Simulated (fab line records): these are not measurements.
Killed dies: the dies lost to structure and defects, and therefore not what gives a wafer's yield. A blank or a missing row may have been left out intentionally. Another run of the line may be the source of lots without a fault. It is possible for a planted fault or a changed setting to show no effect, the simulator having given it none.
Tool commonality check | flow sky130 | Sample size 13 lots and 45 wafers

REASON FOR OPENING
SKY_VT_ADJUST_HVTR_OVL_MEAS_08, reading VT_ADJUST_HVTR_OVL: flagged on 2 of 13 lots. Wafers without a fault read -0.8 nm, standard deviation 1.3.
Rule: a lot is flagged when every wafer of it that has a number lies more than 4 standard deviations from that mean, or none has a number. The other lots count as sound.

lot  | measured     | on         | VT_ADJUST_HVTR_OVL (nm), wafer by wafer | flag
L148 | day 9 04:51  | overlay-02 | -1.2 0.0 -1.9                           |
L149 | day 9 09:10  | overlay-01 | -2.2 -2.6 -1.5                          |
L150 | day 9 17:58  | overlay-01 | 0.0 -0.8 -1.5                           |
L151 | day 10 12:43 | overlay-02 | -0.8 0.4 -0.8                           |
L152 | day 10 18:21 | overlay-01 | -1.4 -1.6 -1.5                          |
L153 | day 10 20:19 | overlay-02 | -1.8 -0.6 -1.7                          |
L154 | day 11 00:22 | overlay-01 | -2.9 -4.0 -1.1                          |
L155 | day 11 16:16 | overlay-01 | 132.6 131.8 132.1 133.8 133.4 133.0     | FLAGGED
L156 | day 11 19:06 | overlay-01 | 2.0 -0.1 0.0                            |
L160 | day 12 22:04 | overlay-02 | 130.7 130.2 129.5 131.7 131.7 130.8     | FLAGGED
L163 | day 14 00:49 | overlay-02 | 1.3 -1.0 -0.6                           |
L165 | day 14 12:29 | overlay-01 | -1.1 -0.7 -0.9                          |
L167 | day 15 18:38 | overlay-01 | 1.5 1.6 1.7                             |
Averaged over the flagged lots the numbers come to 131.8 nm, +132.6 nm from the usual (+99 or more standard deviations).

LOT BY LOT: THE TOOL USED
The record holds 1 process step before the reading, out of a route of 708 steps. In each cell: the tool, then ch and the chambers that the sampled wafers went through, then the start.
lot  | flag    | SKY_VT_ADJUST_HVTR_EXPOSE_04
L148 |         | iline_stepper-02 ch 0, day 8 18:38
L149 |         | iline_stepper-02 ch 0, day 8 22:12
L150 |         | iline_stepper-01 ch 0, day 9 06:49
L151 |         | iline_stepper-01 ch 0, day 10 02:16
L152 |         | iline_stepper-01 ch 0, day 10 06:32
L153 |         | iline_stepper-02 ch 0, day 10 08:46
L154 |         | iline_stepper-02 ch 0, day 10 13:02
L155 | FLAGGED | iline_stepper-02 ch 0, day 11 04:08
L156 |         | iline_stepper-01 ch 0, day 11 07:16
L160 | FLAGGED | iline_stepper-02 ch 0, day 12 09:46
L163 |         | iline_stepper-01 ch 0, day 13 12:07
L165 |         | iline_stepper-01 ch 0, day 13 23:44
L167 |         | iline_stepper-01 ch 0, day 15 04:38
These steps, and what they do:
- SKY_VT_ADJUST_HVTR_EXPOSE_04: exposes mask HVTRM, target cd 380 nm.
- SKY_VT_ADJUST_HVTR_OVL_MEAS_08

FLAGGED OVER TOTAL, TOOL BY TOOL (the gauges that took the reading come last)
step                           | tool             | lots run | flagged | share of the flagged lots | sound lots run after its first flagged lot
SKY_VT_ADJUST_HVTR_EXPOSE_04   | iline_stepper-01 | 7        | 0       | none                      | -
SKY_VT_ADJUST_HVTR_EXPOSE_04   | iline_stepper-02 | 6        | 2       | all                       | 0
SKY_VT_ADJUST_HVTR_OVL_MEAS_08 | overlay-01       | 8        | 1       | some                      | 3 (L156,L165,L167)
SKY_VT_ADJUST_HVTR_OVL_MEAS_08 | overlay-02       | 5        | 1       | some                      | 1 (L163)

WHAT THE TABLE ALLOWS
1 row of the table ran every flagged lot: iline_stepper-02 at SKY_VT_ADJUST_HVTR_EXPOSE_04.
- iline_stepper-02 at SKY_VT_ADJUST_HVTR_EXPOSE_04 ran 6 lots, 2 of them flagged. Its last sound lot is L154 (day 10 13:02), its first flagged lot L155 (day 11 04:08): a fault that began between those two fits.
One tool is left: iline_stepper-02 at SKY_VT_ADJUST_HVTR_EXPOSE_04.

WHAT THE SIMULATOR PUT IN
Scanner matching overlay: iline_stepper-02, from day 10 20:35 on, at SKY_VT_ADJUST_HVTR_EXPOSE_04. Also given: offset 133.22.
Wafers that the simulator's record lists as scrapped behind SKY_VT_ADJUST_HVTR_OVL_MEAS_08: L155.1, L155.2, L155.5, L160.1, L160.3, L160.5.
Shown lots that were struck: L155, L160. The rule given above showed the same thing.
